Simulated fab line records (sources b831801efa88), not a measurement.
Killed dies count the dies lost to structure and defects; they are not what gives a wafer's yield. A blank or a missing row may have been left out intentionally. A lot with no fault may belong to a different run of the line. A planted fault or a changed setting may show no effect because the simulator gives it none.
fab line records	flow sfqLine
record lots=6	wafers=18	lastDay=80
route steps=325 shown I2@107 M3@118 I3@133 M4@148 M8@325
lots untouched by any fault: they come from a run of this same line in which no faults occurred
startH: hours from the record's first day to the start of the lot's first wafer shown	waitH: hours elapsed since this lot's preceding step	" same as the row above	L1.1+2: a single row standing in for several wafers	- no value, or no start was given	* or withheld: withheld	< > ~ a bound
route shown NAME@n: names a module that has steps shown in the file, with the first one's number in the route	usual: average and standard deviation across the fault-free wafers	same: alike in all rows	chamber/n: place in a boat	sites: each site's reading	_std_site: standard deviation across them	_edge_site: the outer-site mean with the inner-site mean subtracted	radiusMm: for every site, how far away it sits from the centre of the wafer	mask NAME#n: copy n	behind: the last tool/chamber to shape the wafer	hold: why the lot was held/for how many hours/how that ended	device: the n, p or np transistor that did not switch	end of line: at the end of the route, the tests of the same wafers	step lacking rows: just its recipe	killed: count of dies lost to structure and defects at first sort (not the wafer's yield)	map: per-die view of a wafer (x killed, . not killed, _ where there is no die)
set.NAME: setting as actually run; set.NAME@STEP: the setting as run at that earlier step	model.NAME: the simulator's own value behind a step, which no gauge read
lots at some steps of the route; a table a step, a row a wafer
services: from which hour (startH, from the record's first day; less than 0 if before it) a tool's chamber was out of use, for how many hours, and why
## steps
# step SFQ_TRILAYER_I2_VIA_LITHO_COAT_072
# recipe resist=BARC	spinRpm=3000	resistThkNm=62
# step SFQ_TRILAYER_I2_VIA_LITHO_COAT_067
# recipe resist=KrF	spinRpm=3000	resistThkNm=650
# step SFQ_TRILAYER_I2_VIA_LITHO_SOFTBAKE_071
# recipe tempC=withheld	timeS=withheld	resist=KrF
# step SFQ_TRILAYER_I2_VIA_LITHO_EXPOSE_068
# recipe maskId=I2	na=0.6	sourceShape=conventional	sigmaOuter=0.65	targetCdNm=500	doseMj=21.3
# step SFQ_TRILAYER_I2_VIA_LITHO_PEB_070
# recipe pebTempC=115	pebTimeS=60	resist=KrF
# step SFQ_TRILAYER_I2_VIA_LITHO_DEVELOP_069
# recipe timeS=60	resist=KrF
# step SFQ_I2_OVL_MEAS_918
# usual I2_OVL=-7/4.9
lot.wafer	tool	chamber	startH	waitH	I2_OVL[nm]
L247.1	overlay-02	-	565.97	0.1	-8
L247.2	"	-	"	"	-10
L247.3	"	-	"	"	-3
L257.2	overlay-02	-	641.48	0.1	-1
L257.4	"	-	"	"	-1
L257.5	"	-	"	"	-2
L260.1	overlay-02	-	665.77	0.1	-14
L260.2	"	-	"	"	-9
L260.4	"	-	"	"	-6
L261.2	overlay-02	-	670.58	0.1	-7
L261.3	"	-	"	"	-11
L261.5	"	-	"	"	-7
L265.1	overlay-01	-	711.37	0.1	-3
L265.3	"	-	"	"	0
L265.5	"	-	"	"	3
L266.2	overlay-01	-	718.58	0.1	-4
L266.4	"	-	"	"	-8
L266.6	"	-	"	"	-1
# step SFQ_TRILAYER_I2_VIA_BARC_OPEN_VIA_ETCH_096
# recipe maskMaterial=PR	chemistry=O2	targetDepthNm=125	target=BARC	sourceW=500	biasW=80	pressureMtorr=30	timeS=41.7
# usual drypumpMotorCurrentA=5.9/0.38	oesProductAu=0.685/0.0047
lot.wafer	tool	chamber	startH	waitH	drypumpMotorCurrentA	oesProductAu	rfHoursCounterH
L247.1	rieDiel-04	0	566.01	0.0	5.7	0.679	82
L247.2	"	3	"	"	5.3	0.683	34
L247.3	"	2	"	"	6.0	0.681	13
L257.2	rieDiel-01	0	641.51	0.0	5.6	0.683	13
L257.4	"	1	"	"	5.8	0.686	40
L257.5	"	2	"	"	5.8	0.689	-
L260.1	rieDiel-01	2	665.81	0.0	5.8	0.682	14
L260.2	"	0	"	"	5.6	0.693	14
L260.4	"	3	"	"	6.2	0.691	13
L261.2	rieDiel-02	1	670.61	0.0	5.4	0.685	9
L261.3	"	2	"	"	5.8	0.688	1
L261.5	"	3	"	"	5.8	0.683	-
L265.1	rieDiel-04	3	711.41	0.0	5.3	0.689	37
L265.3	"	2	"	"	6.0	0.678	16
L265.5	"	1	"	"	6.6	0.687	-
L266.2	rieDiel-01	2	718.61	0.0	5.8	0.690	15
L266.4	"	3	"	"	6.2	0.681	14
L266.6	"	1	"	"	5.8	0.688	-
# step SFQ_TRILAYER_I2_VIA_ETCH_VIA_ETCH_070
# recipe target=SiO2	stopOn=Nb	maskMaterial=PR	taperDeg=20	chemistry=CHF3	targetDepthNm=260	sourceW=500	biasW=80	pressureMtorr=30	timeS=withheld
# step SFQ_TRILAYER_I2_VIA_STRIP_STRIP_071
# recipe gas=O2	powerW=200	platenTempC=40	overashFraction=0.65	chemistry=O2	pressureMtorr=50
# usual drypumpMotorCurrentA=5.3/0.38	oesProductAu=1.004/0.01
# same overashFraction=0.65
lot.wafer	tool	chamber	startH	waitH	drypumpMotorCurrentA	oesProductAu	rfHoursCounterH
L247.1	rieMetal-04	0	566.16	-	5.1	1.001	22
L247.2	"	1	"	"	4.9	0.993	50
L247.3	"	1	"	"	4.9	1.002	-
L257.2	rieMetal-01	0	641.66	-	5.1	1.003	84
L257.4	"	0	"	"	5.1	1.012	-
L257.5	"	1	"	"	5.2	1.014	-
L260.1	rieMetal-02	1	665.96	-	5.9	0.996	91
L260.2	"	0	"	"	5.7	0.995	124
L260.4	"	1	"	"	6.0	0.982	-
L261.2	rieMetal-02	1	670.76	-	5.9	0.993	92
L261.3	"	1	"	"	6.0	0.984	-
L261.5	"	1	"	"	6.0	0.984	-
L265.1	rieMetal-04	1	711.56	-	4.9	1.021	80
L265.3	"	0	"	"	5.1	1.010	-
L265.5	"	0	"	"	5.1	1.006	-
L266.2	rieMetal-04	1	718.76	-	4.8	1.013	81
L266.4	"	1	"	"	4.8	0.998	-
L266.6	"	1	"	"	4.9	1.009	-
# step SFQ_TRILAYER_I2_VIA_STRIP_SOLV_CLEAN_072
# recipe chemistry=NMP	tempC=70	timeS=600
# step SFQ_TRILAYER_M3_DEP_PRE_CLEAN_074
# recipe gas=Ar	timeS=22.5	biasV=250
# step SFQ_TRILAYER_M3_DEP_SPUTTER_073
# recipe material=Nb	basePressurePa=1.33e-06	chamberPressurePa=0.1333	substrateTempC=20	resputterCathodeVoltageV=400	targetThkNm=200	powerW=2000	timeS=133.3
# usual resputterCathodeVoltageV=400/4.3	throttleValvePct=30.5/1.1
lot.wafer	tool	chamber	startH	waitH	resputterCathodeVoltageV	throttleValvePct	model.Nb_of_TRILAYER_M3_DEP_SPUTTER_073.thkNm
L247.1	pvdSputter-06	-	566.97	0.0	400	31.2	196
L247.2	"	-	"	"	396	29.5	193.2
L247.3	"	-	"	"	401	28.4	194.3
L257.2	pvdSputter-05	-	642.47	0.0	403	30.1	201.1
L257.4	"	-	"	"	401	31.2	201.2
L257.5	"	-	"	"	390	30.8	200.1
L260.1	pvdSputter-06	-	666.78	0.0	397	28.8	173.1
L260.2	"	-	"	"	403	29.1	169.2
L260.4	"	-	"	"	400	30.7	168
L261.2	pvdSputter-06	-	671.60	0.0	407	29.3	171.3
L261.3	"	-	"	"	400	28.2	170.5
L261.5	"	-	"	"	399	28.3	169.6
L265.1	pvdSputter-05	-	712.37	0.0	405	31.0	202.9
L265.3	"	-	"	"	395	30.6	202.3
L265.5	"	-	"	"	399	31.9	197.3
L266.2	pvdSputter-04	-	719.58	0.0	405	30.7	200.8
L266.4	"	-	"	"	400	29.9	203.9
L266.6	"	-	"	"	399	31.4	199.3
# step SFQ_M3_RS_MEAS_919
# recipe thkMeasGauge=four-point-probe	reads=Nb_of_TRILAYER_M3_DEP_SPUTTER_073
# usual M3_NB_RS=0.889/0.012
lot.wafer	tool	chamber	startH	waitH	M3_NB_RS[ohm/sq]
L247.1	filmMetro-02	-	567.06	0.0	0.904
L247.2	"	-	"	"	0.919
L247.3	"	-	"	"	0.915
L257.2	filmMetro-01	-	642.58	0.1	0.884
L257.4	"	-	"	"	0.884
L257.5	"	-	"	"	0.890
L260.1	filmMetro-02	-	666.87	0.1	1.028
L260.2	"	-	"	"	1.050
L260.4	"	-	"	"	1.058
L261.2	filmMetro-02	-	671.71	0.1	1.040
L261.3	"	-	"	"	1.044
L261.5	"	-	"	"	1.049
L265.1	filmMetro-01	-	712.46	0.0	0.876
L265.3	"	-	"	"	0.882
L265.5	"	-	"	"	0.903
L266.2	filmMetro-01	-	719.69	0.1	0.885
L266.4	"	-	"	"	0.872
L266.6	"	-	"	"	0.891
# step SFQ_TRILAYER_M3_LITHO_COAT_080
# recipe resist=BARC	spinRpm=3000	resistThkNm=62
# step SFQ_TRILAYER_M3_LITHO_COAT_075
# recipe resist=KrF	spinRpm=3000	resistThkNm=600
# step SFQ_TRILAYER_M3_LITHO_SOFTBAKE_079
# recipe tempC=withheld	timeS=withheld	resist=KrF
# step SFQ_TRILAYER_M3_LITHO_EXPOSE_076
# recipe maskId=M3	na=0.6	sourceShape=conventional	sigmaOuter=0.65	targetCdNm=500	doseMj=14.4
# step SFQ_TRILAYER_M3_LITHO_PEB_078
# recipe pebTempC=115	pebTimeS=60	resist=KrF
# step SFQ_TRILAYER_M3_LITHO_DEVELOP_077
# recipe timeS=60	resist=KrF
# step SFQ_M3_OVL_MEAS_921
# usual M3_OVL=-1/4.1
lot.wafer	tool	chamber	startH	waitH	M3_OVL[nm]
L247.1	overlay-02	-	669.37	0.1	-1
L247.2	"	-	"	"	1
L247.3	"	-	"	"	-5
L257.2	overlay-01	-	737.78	0.1	6
L257.4	"	-	"	"	4
L257.5	"	-	"	"	5
L260.1	overlay-02	-	759.37	0.1	0
L260.2	"	-	"	"	0
L260.4	"	-	"	"	-1
L261.2	overlay-02	-	764.18	0.1	-5
L261.3	"	-	"	"	-5
L261.5	"	-	"	"	-7
L265.1	overlay-02	-	796.47	0.1	0
L265.3	"	-	"	"	-1
L265.5	"	-	"	"	3
L266.2	overlay-02	-	802.48	0.1	0
L266.4	"	-	"	"	-2
L266.6	"	-	"	"	-2
# step SFQ_TRILAYER_M3_BARC_OPEN_METAL_ETCH_100
# recipe maskMaterial=PR	chemistry=O2	targetDepthNm=125	target=BARC	icpW=600	biasW=80	pressureMtorr=10	timeS=41.7
# step SFQ_TRILAYER_M3_ETCH_METAL_ETCH_078
# recipe target=Nb	stopOn=SiO2	maskMaterial=PR	chemistry=Cl2/Ar	targetDepthNm=240	icpW=600	biasW=80	pressureMtorr=10	timeS=120
# usual drypumpMotorCurrentA=5.19/0.16	oesProductAu=0.894/0.0087
lot.wafer	tool	chamber	startH	waitH	drypumpMotorCurrentA	oesProductAu	rfHoursCounterH
L247.1	rieMetal-01	1	669.47	0.0	5.15	0.885	60
L247.2	"	0	"	"	5.06	0.878	88
L247.3	"	0	"	"	5.07	0.876	-
L257.2	rieMetal-01	1	737.87	0.0	5.16	0.893	73
L257.4	"	1	"	"	5.15	0.902	-
L257.5	"	0	"	"	5.06	0.895	-
L260.1	rieMetal-01	0	759.47	0.0	5.07	0.831	106
L260.2	"	1	"	"	5.15	0.812	77
L260.4	"	1	"	"	5.18	0.812	-
L261.2	rieMetal-01	0	764.27	0.0	5.07	0.819	107
L261.3	"	0	"	"	5.07	0.814	-
L261.5	"	1	"	"	5.17	0.818	-
L265.1	rieMetal-04	1	796.57	0.0	4.87	0.907	93
L265.3	"	1	"	"	4.88	0.901	-
L265.5	"	0	"	"	5.06	0.885	-
L266.2	rieMetal-01	0	802.57	0.0	5.08	0.904	113
L266.4	"	1	"	"	5.19	0.904	-
L266.6	"	1	"	"	5.18	0.895	-
# step SFQ_TRILAYER_M3_STRIP_STRIP_079
# recipe gas=O2	powerW=200	platenTempC=40	overashFraction=0.65	chemistry=O2	pressureMtorr=50
# usual drypumpMotorCurrentA=5.19/0.16	oesProductAu=1.007/0.012
# same overashFraction=0.65
lot.wafer	tool	chamber	startH	waitH	drypumpMotorCurrentA	oesProductAu	rfHoursCounterH
L247.1	rieMetal-01	1	669.59	0.1	5.18	1.007	60
L247.2	"	0	"	"	5.08	1.009	89
L247.3	"	0	"	"	5.06	1.013	-
L257.2	rieMetal-01	1	737.99	0.1	5.17	1.032	73
L257.4	"	1	"	"	5.14	1.027	-
L257.5	"	0	"	"	5.09	0.997	-
L260.1	rieMetal-01	0	759.59	0.1	5.06	1.006	106
L260.2	"	1	"	"	5.17	1.022	77
L260.4	"	1	"	"	5.15	1.015	-
L261.2	rieMetal-01	0	764.39	0.1	5.09	1.002	107
L261.3	"	0	"	"	5.08	1.010	-
L261.5	"	1	"	"	5.14	1.028	-
L265.1	rieMetal-04	1	796.69	0.1	4.84	0.992	93
L265.3	"	1	"	"	4.83	0.995	-
L265.5	"	0	"	"	5.05	1.013	-
L266.2	rieMetal-01	0	802.69	0.1	5.06	1.003	114
L266.4	"	1	"	"	5.19	1.036	-
L266.6	"	1	"	"	5.17	1.021	-
# step SFQ_TRILAYER_M3_STRIP_SOLV_CLEAN_080
# recipe chemistry=NMP	tempC=70	timeS=600
# step SFQ_TRILAYER_I3_DEP_PECVD_081
# recipe material=SiO2	tempC=150	timeS=111.11	pressureTorr=2.4	rfW=183.3	precursor=SiH4/N2O	targetThkNm=500
# step SFQ_TRILAYER_I3_CMP_CMP_082
# recipe material=SiO2	downForcePsi=3	platenRpm=60	padVelocityMS=0.94248
# usual edgeZonePressureFrac=1.000/0.0052	motorCurrentA=10.0/0.53	platenRpm=60.01/0.037	slurryFilterDpKPa=13.48/0.12	timeToEndpointS=217/9.3
lot.wafer	tool	chamber	startH	waitH	edgeZonePressureFrac	motorCurrentA	platenRpm	slurryFilterDpKPa	timeToEndpointS
L247.2	cmp-02	1	701.78	31.4	1.000	10.1	60.02	13.46	221
L247.3	"	2	"	"	0.995	9.3	60.00	13.37	215
L247.1	"	3	"	"	1.004	10.3	60.01	13.49	210
L257.4	cmp-02	0	795.28	56.4	0.999	9.6	60.03	13.48	221
L257.2	"	2	796.28	57.5	0.999	10.1	60.03	13.62	215
L257.5	"	0	797.28	58.4	1.007	9.9	60.04	13.35	218
L260.4	cmp-02	1	817.01	56.6	0.997	9.9	59.96	13.61	228
L260.2	"	2	"	"	0.994	8.8	59.98	13.28	217
L260.1	"	3	"	"	1.000	10.2	59.92	13.49	202
L261.2	cmp-02	0	823.01	57.8	0.992	9.2	60.01	13.56	214
L261.3	"	2	824.01	58.8	0.999	9.2	59.97	13.32	210
L261.5	"	0	825.01	59.8	0.994	9.8	60.02	13.59	227
L265.3	cmp-02	1	852.51	55.0	1.005	10.1	59.99	13.51	230
L265.1	"	3	853.51	56.0	0.994	9.7	60.06	13.57	207
L265.5	"	1	854.51	57.0	1.009	10.2	60.00	13.45	224
L266.4	cmp-01	3	862.88	59.3	1.002	11.0	60.07	13.49	218
L266.2	"	0	"	"	0.991	9.7	60.04	13.52	221
L266.6	"	0	865.38	61.8	0.996	10.1	60.03	13.50	217
# step SFQ_I3_BOW_MEAS_922
# recipe mode=bow
# usual I3_BOW=6/9.1
lot.wafer	tool	chamber	startH	waitH	I3_BOW[um]
L247.1	filmMetro-02	-	704.28	1.0	-5
L247.2	"	-	"	"	-5
L247.3	"	-	"	"	3
L257.2	filmMetro-03	-	798.30	1.5	2
L257.4	"	-	"	"	4
L257.5	"	-	"	"	-2
L260.1	filmMetro-04	-	819.51	1.0	16
L260.2	"	-	"	"	18
L260.4	"	-	"	"	1
L261.2	filmMetro-02	-	825.53	2.0	-10
L261.3	"	-	"	"	3
L261.5	"	-	"	"	8
L265.1	filmMetro-03	-	855.51	1.5	-7
L265.3	"	-	"	"	7
L265.5	"	-	"	"	1
L266.2	filmMetro-04	-	865.90	2.0	9
L266.4	"	-	"	"	11
L266.6	"	-	"	"	21
# step SFQ_TRILAYER_I3_METRO_MEASURE_083
# step SFQ_TRILAYER_I3_VIA_LITHO_COAT_090
# recipe resist=BARC	spinRpm=3000	resistThkNm=62
# step SFQ_TRILAYER_I3_VIA_LITHO_COAT_085
# recipe resist=KrF	spinRpm=3000	resistThkNm=650
# step SFQ_TRILAYER_I3_VIA_LITHO_SOFTBAKE_089
# recipe tempC=withheld	timeS=withheld	resist=KrF
# step SFQ_TRILAYER_I3_VIA_LITHO_EXPOSE_086
# recipe maskId=I3	na=0.6	sourceShape=conventional	sigmaOuter=0.65	targetCdNm=500	doseMj=21.3
# step SFQ_TRILAYER_I3_VIA_LITHO_PEB_088
# recipe pebTempC=115	pebTimeS=60	resist=KrF
# step SFQ_TRILAYER_I3_VIA_LITHO_DEVELOP_087
# recipe timeS=60	resist=KrF
# step SFQ_I3_OVL_MEAS_923
# usual I3_OVL=-1/5.8
lot.wafer	tool	chamber	startH	waitH	I3_OVL[nm]
L247.1	overlay-01	-	791.67	0.1	-1
L247.2	"	-	"	"	2
L247.3	"	-	"	"	-2
L257.2	overlay-02	-	871.63	0.1	-3
L257.4	"	-	"	"	-1
L257.5	"	-	"	"	8
L260.1	overlay-02	-	890.82	0.1	-13
L260.2	"	-	"	"	-6
L260.4	"	-	"	"	-8
L261.2	overlay-02	-	899.23	0.1	5
L261.3	"	-	"	"	4
L261.5	"	-	"	"	2
L265.1	overlay-02	-	930.42	0.1	1
L265.3	"	-	"	"	-2
L265.5	"	-	"	"	-1
L266.2	overlay-01	-	942.23	0.1	4
L266.4	"	-	"	"	-2
L266.6	"	-	"	"	7
# step SFQ_TRILAYER_I3_VIA_BARC_OPEN_VIA_ETCH_121
# recipe maskMaterial=PR	chemistry=O2	targetDepthNm=125	target=BARC	sourceW=500	biasW=80	pressureMtorr=30	timeS=41.7
# usual drypumpMotorCurrentA=5.7/0.43	oesProductAu=0.686/0.0043
lot.wafer	tool	chamber	startH	waitH	drypumpMotorCurrentA	oesProductAu	rfHoursCounterH
L247.1	rieDiel-04	2	791.71	0.0	6.0	0.682	18
L247.2	"	3	"	"	5.3	0.688	39
L247.3	"	0	"	"	5.7	0.686	3
L257.2	rieDiel-03	1	871.66	0.0	5.4	0.690	11
L257.4	"	3	"	"	5.9	0.691	15
L257.5	"	2	"	"	5.7	0.684	-
L260.1	rieDiel-01	2	890.86	0.0	5.8	0.682	18
L260.2	"	1	"	"	5.8	0.679	1
L260.4	"	3	"	"	6.2	0.687	17
L261.2	rieDiel-03	3	899.26	0.0	5.9	0.688	16
L261.3	"	2	"	"	5.7	0.683	21
L261.5	"	0	"	"	4.8	0.683	-
L265.1	rieDiel-03	1	930.46	0.0	5.5	0.683	13
L265.3	"	2	"	"	5.7	0.681	21
L265.5	"	1	"	"	5.4	0.688	-
L266.2	rieDiel-03	1	942.26	0.0	5.4	0.688	13
L266.4	"	2	"	"	5.8	0.688	22
L266.6	"	2	"	"	5.7	0.689	-
# step SFQ_TRILAYER_I3_VIA_ETCH_VIA_ETCH_088
# recipe target=SiO2	stopOn=Nb	maskMaterial=PR	taperDeg=20	chemistry=CHF3	targetDepthNm=260	sourceW=500	biasW=80	pressureMtorr=30	timeS=withheld
# step SFQ_TRILAYER_I3_VIA_STRIP_STRIP_089
# recipe gas=O2	powerW=200	platenTempC=40	overashFraction=0.65	chemistry=O2	pressureMtorr=50
# step SFQ_TRILAYER_I3_VIA_STRIP_SOLV_CLEAN_090
# recipe chemistry=NMP	tempC=70	timeS=600
# step SFQ_TRILAYER_M4_DEP_PRE_CLEAN_092
# recipe gas=Ar	timeS=22.5	biasV=250
# step SFQ_M8_BOW_MEAS_951
# recipe mode=bow
# usual M8_BOW=12/12
lot.wafer	tool	chamber	startH	waitH	M8_BOW[um]	model.etest.m3.ohmUm	model.etest.i2.linkOhm	model.etest.m3.ohmSq	model.etest.i3.linkOhm
L247.1	filmMetro-03	-	1844.72	0.0	-4	1.803	1.986	0.907	1.99
L247.2	"	-	"	"	-4	1.831	2.003	0.9201	2.025
L247.3	"	-	"	"	3	1.819	2.009	0.9148	2.017
L257.2	filmMetro-02	-	1887.44	0.0	2	1.754	1.94	0.8839	1.965
L257.4	"	-	"	"	3	1.749	1.947	0.8837	1.931
L257.5	"	-	"	"	-1	1.77	1.952	0.8883	1.956
L260.1	filmMetro-03	-	1898.22	0.0	29	2.054	2.14	1.027	2.094
L260.2	"	-	"	"	30	2.096	2.17	1.051	2.138
L260.4	"	-	"	"	13	2.112	2.163	1.058	2.146
L261.2	filmMetro-02	-	1900.64	0.0	-14	2.062	2.165	1.038	2.113
L261.3	"	-	"	"	-1	2.07	2.17	1.043	2.111
L261.5	"	-	"	"	3	2.088	2.174	1.048	2.123
L265.1	filmMetro-02	-	1912.62	0.0	0	1.76	1.94	0.876	1.939
L265.3	"	-	"	"	16	1.776	1.948	0.879	1.966
L265.5	"	-	"	"	9	1.806	1.983	0.901	1.962
L266.2	filmMetro-03	-	1917.44	0.0	17	1.769	1.974	0.8853	1.957
L266.4	"	-	"	"	18	1.743	1.963	0.8717	1.957
L266.6	"	-	"	"	28	1.775	1.984	0.8919	1.966
## services
tool	chamber	startH	hours	kind
rieDiel-04	0	544.16	1.6	repair
cmp-02	-	592.96	5.1	pm
rieDiel-03	2	598.89	17.5	repair
rieDiel-03	-	610.08	1.1	repair
rieDiel-01	2	634.35	6.3	repair
cmp-02	-	634.55	3.7	repair
rieDiel-03	1	646.20	9.8	repair
rieDiel-01	3	657.23	2.6	repair
rieDiel-01	3	683.71	2.0	repair
cmp-02	-	721.42	0.4	repair
rieDiel-03	0	726.48	13.0	repair
rieDiel-03	-	744.54	15.6	pm
rieMetal-04	1	749.18	16.4	repair
cmp-02	-	749.28	4.0	pm
rieDiel-03	-	829.15	1.7	repair
cmp-02	-	865.47	1.1	repair
rieDiel-01	3	871.66	9.7	repair
rieDiel-03	-	873.87	0.5	repair
rieDiel-03	0	875.55	14.3	repair
rieDiel-01	-	885.94	2.8	pm
rieMetal-04	-	888.16	1.4	pm
rieDiel-01	0	914.30	3.9	repair
rieDiel-03	1	917.63	6.1	repair
rieMetal-01	-	926.83	2.8	pm
## key
firstSign step=SFQ_M3_RS_MEAS_919	reading=M3_NB_RS	direction=up	sigmas=13	usual=0.889	struck=1.045
effect step=SFQ_TRILAYER_M3_ETCH_METAL_ETCH_078	reading=oesProductAu	direction=down	sigmas=8.9	usual=0.894	struck=0.817
modelEffect step=SFQ_TRILAYER_M3_DEP_SPUTTER_073	value=Nb_of_TRILAYER_M3_DEP_SPUTTER_073.thkNm	without=197.2	struck=170.3
modelEffect step=SFQ_M8_BOW_MEAS_951	value=etest.m3.ohmUm	without=1.797	struck=2.081
metAt SFQ_TRILAYER_M3_DEP_SPUTTER_073
struckWafers L260.1,L260.2,L260.4,L261.2,L261.3,L261.5
onsetBetween 566.97 666.78
alsoFits SFQ_TRILAYER_I2_VIA_STRIP_STRIP_071:rieMetal-02
fault kind=processParameterDrift	tool=pvdSputter-06	chamber=-	onsetH=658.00	steps=SFQ_TRILAYER_M3_DEP_SPUTTER_073	channel=timeS	offset=*	shape=step	endH=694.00	actsIn=*	stated=*
